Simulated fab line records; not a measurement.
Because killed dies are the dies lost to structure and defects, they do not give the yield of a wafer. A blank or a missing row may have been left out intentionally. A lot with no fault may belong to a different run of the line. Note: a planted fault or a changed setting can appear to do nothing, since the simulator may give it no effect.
A struck lot beside a sound one :: flow gf180mcu :: 16 out of 602 route steps
Sound: the wafers L277.3, L277.4, L277.6. Wafers L289.2, L289.3, L289.4 were the ones struck. The cause is given at the end.
For every step that has rows: the tool of each side, followed by ch and its chambers, followed by its first start. Under that, the readings that differ: sound wafers :: struck wafers :: difference of the means :: sigmas: that difference in standard deviations of wafers without a fault.
alike: same words and numbers on both sides, and readings whose means sit less than 2 such deviations apart. not compared: any withheld reading, any reading some wafer has no value for, any bound like >300 that may hide the same value, and any number with overlapping values for which the record gives no deviation.
Wherever a step has rows on one side only, a row that says differs or no value, or a row with sigmas, the two part there. Numbers that don't overlap but have no deviation are shown without sigmas and don't part them. A reading missing from all wafers of one side parts the sides only when that side holds two or more wafers.

first, 2 steps without rows for these wafers: GF_MVPSD_IMPLANT_08; GF_MVPSD_IMPLANT_09.
GF_MVPSD_STRIP_10: strips in O2/N2.
  sound on plasma-asher-04 ch 0,1, day 6 00:08; struck on plasma-asher-02 ch 0,1, day 8 23:55
  alike: drypump-motor-current-A, heater-power-w, n2-flow-sccm, oes-product-au, strip-time-to-endpoint-s
  not compared: rf-hours-counter-h
GF_MVPSD_TW_MEAS_11:
  struck on film-metro-02, day 9 00:01; sound on film-metro-03, day 6 00:14
reading: MVPSD_TW
sound: 554 554 552
struck: 566 566 567
difference: +13
sigmas: +2
then, 7 steps without rows for these wafers: GF_VT_IMPLANT_DEHYDRATE_00 (time 60 s); GF_VT_IMPLANT_HMDS_01 (prime time 60 s); GF_VT_IMPLANT_COAT_02 (resist thk 1000 nm); GF_VT_IMPLANT_SOFTBAKE_03 (time 60 s); GF_VT_IMPLANT_EXPOSE_04 (exposes mask LVPWELL LV AREA, target cd 600 nm); GF_VT_IMPLANT_PEB_05; GF_VT_IMPLANT_DEVELOP_06 (develop time 60 s).
GF_VT_IMPLANT_OVL_MEAS_07:
  struck on overlay-01, day 9 17:01; sound on overlay-01, day 6 14:53
  alike: VT_IMPLANT_OVL
GF_VT_IMPLANT_IMPLANT_08:
  sound on implanter-01 ch 0, day 6 14:58; struck on implanter-01 ch 0, day 9 17:05
reading: implant-ion-amu
sound: 49 49 49
struck: 75 75 75
difference: +26
sigmas: 

reading: model.implant.drp-nm (nm)
sound: 9.752 9.752 9.752
struck: 7.212 7.212 7.212
difference: -2.540
sigmas: 

reading: model.implant.rp-nm (nm)
sound: 17.04 17.04 17.04
struck: 15.51 15.51 15.51
difference: -1.53
sigmas: 
GF_VT_IMPLANT_STRIP_09: strips in O2/N2.
  sound on plasma-asher-03 ch 0,1, day 6 15:06; struck on plasma-asher-01 ch 0,1, day 9 17:12
  alike: drypump-motor-current-A, heater-power-w, n2-flow-sccm, oes-product-au, strip-time-to-endpoint-s
  not compared: rf-hours-counter-h
GF_VT_IMPLANT_TW_MEAS_10:
  struck on film-metro-01, day 9 17:32; sound on film-metro-03, day 6 15:11
reading: VT_IMPLANT_TW
sound: 561 559 561
struck: 927 923 925
difference: +365
sigmas: +61
  not compared: hold
GF_PASSIVATION_PROBE_99:
  the record holds rows for the sound wafers here (prober-02, day 30 07:35) but none for the struck ones

## WHERE THEY PART
Earliest at GF_MVPSD_TW_MEAS_11; latest, in this record, at GF_PASSIVATION_PROBE_99.

WHY: what the simulator had put in
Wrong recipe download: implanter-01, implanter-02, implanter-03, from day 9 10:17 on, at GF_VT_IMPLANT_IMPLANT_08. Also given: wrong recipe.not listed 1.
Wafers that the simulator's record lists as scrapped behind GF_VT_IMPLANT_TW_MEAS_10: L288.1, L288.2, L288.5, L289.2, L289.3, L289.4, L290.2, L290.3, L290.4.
